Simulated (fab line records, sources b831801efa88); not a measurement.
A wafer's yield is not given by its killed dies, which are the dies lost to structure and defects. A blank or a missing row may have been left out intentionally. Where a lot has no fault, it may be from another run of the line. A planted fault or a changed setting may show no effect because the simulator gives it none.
A struck lot beside a sound one :: flow sky130 :: 15 out of 708 route steps
Sound: these wafers, L243.1, L243.3, L243.5. Struck: wafer L251.4 (left out: L251.3, L251.5 of the same lot, which were not struck); the cause appears at the end.
Each step with rows lists, per side, the tool, then ch with its chambers, then its first start. Under that, the readings that differ: sound wafers :: struck wafers :: difference of the means :: sigmas: that difference in standard deviations of wafers without a fault.
alike: same words and numbers on both sides, and readings whose means sit less than 2 such deviations apart. not compared: any withheld reading, any reading some wafer has no value for, any bound like >300 that may hide the same value, and any number with overlapping values for which the record gives no deviation.
A row with sigmas, a row that says differs or no value, or rows on one side alone: a step with any of these is where the two part. Numbers that have no deviation but don't overlap get no sigmas and don't part them. Lack of a reading on every wafer of one side parts them only where that side has two or more wafers.

SKY_CONTACT_SPUTTER_23: material TiN, target thk 20 nm, time 80 s.
  sound on pvdSputter-01, day 34 16:50; struck on pvdSputter-01, day 37 02:50
  alike: throttleValvePct
SKY_CONTACT_CVD_24: deposits W, target thk 340 nm, time 102.12 s.
  sound on cvdW-01 ch 1, day 34 16:53; struck on cvdW-01 ch 1, day 37 02:56
  alike: heaterPowerW
SKY_CONTACT_RS_MEAS_25: a four-point-probe measurement.
  sound on filmMetro-01, day 34 17:00; struck on filmMetro-01, day 37 03:02
  alike: CONTACT_W_RS
SKY_CONTACT_THK_MEAS_26: measures by xrf.
  sound on filmMetro-01, day 34 17:07; struck on filmMetro-01, day 37 03:08
  alike: CONTACT_W_THK
then, 1 step without rows for these wafers: SKY_CONTACT_CMP_27 (polishes, stops on SiO2, t overpolish 15 s, target thk 0 nm).
SKY_METAL1_SPUTTER_00: material Ti, target thk 15 nm, time 10 s.
  sound on pvdSputter-03, day 34 17:29; struck on pvdSputter-01, day 37 03:29
  alike: throttleValvePct
SKY_METAL1_SPUTTER_01: material TiN, target thk 20 nm, time 16.7 s.
  sound on pvdSputter-03, day 34 17:30; struck on pvdSputter-01, day 37 03:30
  alike: throttleValvePct
SKY_METAL1_SPUTTER_02: material AlCu, target thk 250 nm, time 13.3 s.
  sound on pvdSputter-03, day 34 17:32; struck on pvdSputter-01, day 37 03:32
  alike: throttleValvePct
then, 2 steps without rows for these wafers: SKY_METAL1_SPUTTER_03 (material Ti, target thk 5 nm, time 3.3 s); SKY_METAL1_SPUTTER_04 (material TiN, target thk 70 nm, time 58.3 s).
SKY_METAL1_RS_MEAS_05: a four-point-probe measurement.
  sound on filmMetro-04, day 34 17:37; struck on filmMetro-01, day 37 03:40
  alike: METAL1_ALCU_RS
SKY_METAL1_THK_MEAS_06: measures by xrf.
  sound on filmMetro-04, day 34 17:44; struck on filmMetro-01, day 37 03:46
  alike: METAL1_ALCU_THK
SKY_METAL1_DEHYDRATE_07: time 60 s.
  sound on lithoTrack-03 ch 0, day 35 06:16; struck on lithoTrack-04 ch 0, day 37 16:46
reading: heaterPowerTotalW (W)
sound: 160.37 160.25 160.36
struck: 164.08
difference: +3.75
sigmas: +29

reading: runLengthS (s)
sound: 89.06 88.87 88.87
struck: 85.72
difference: -3.21
sigmas: -18
  alike: exhaustPa
  not compared: plateTempC
then, 1 step without rows for these wafers: SKY_METAL1_HMDS_08 (prime time 60 s).
-- the record jumps here: 12 days lie between the struck wafers' starts before and after (it left off in module METAL1 and takes up again in module PAD_OPEN, whose first step shown is number 708 of the route) --
SKY_PAD_OPEN_PROBE_99:
  sound on prober-01, day 48 07:25; struck on prober-01, day 50 01:41
reading: sort_bin_5_function (%)
sound: 9.6 10.8 12.4
struck: 7.1
difference: -3.8
sigmas: -3
  alike: defectLimitedYield, killed_at_M0_to_M3, killed_at_M4_up, killedAtContacts, killedAtFrontEnd, killedAtOther, killedDies, killedOpen, killedShort, sort_bin_3_pad_short, sort_bin_6_memory, sortNPass, sortYieldPct

WHERE THEY PART
Last at SKY_PAD_OPEN_PROBE_99 as far as this record goes, first at SKY_METAL1_DEHYDRATE_07.

WHY: the cause the simulator had injected
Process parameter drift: lithoTrack-04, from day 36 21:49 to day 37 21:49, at SKY_METAL1_DEHYDRATE_07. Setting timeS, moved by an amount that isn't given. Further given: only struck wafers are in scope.
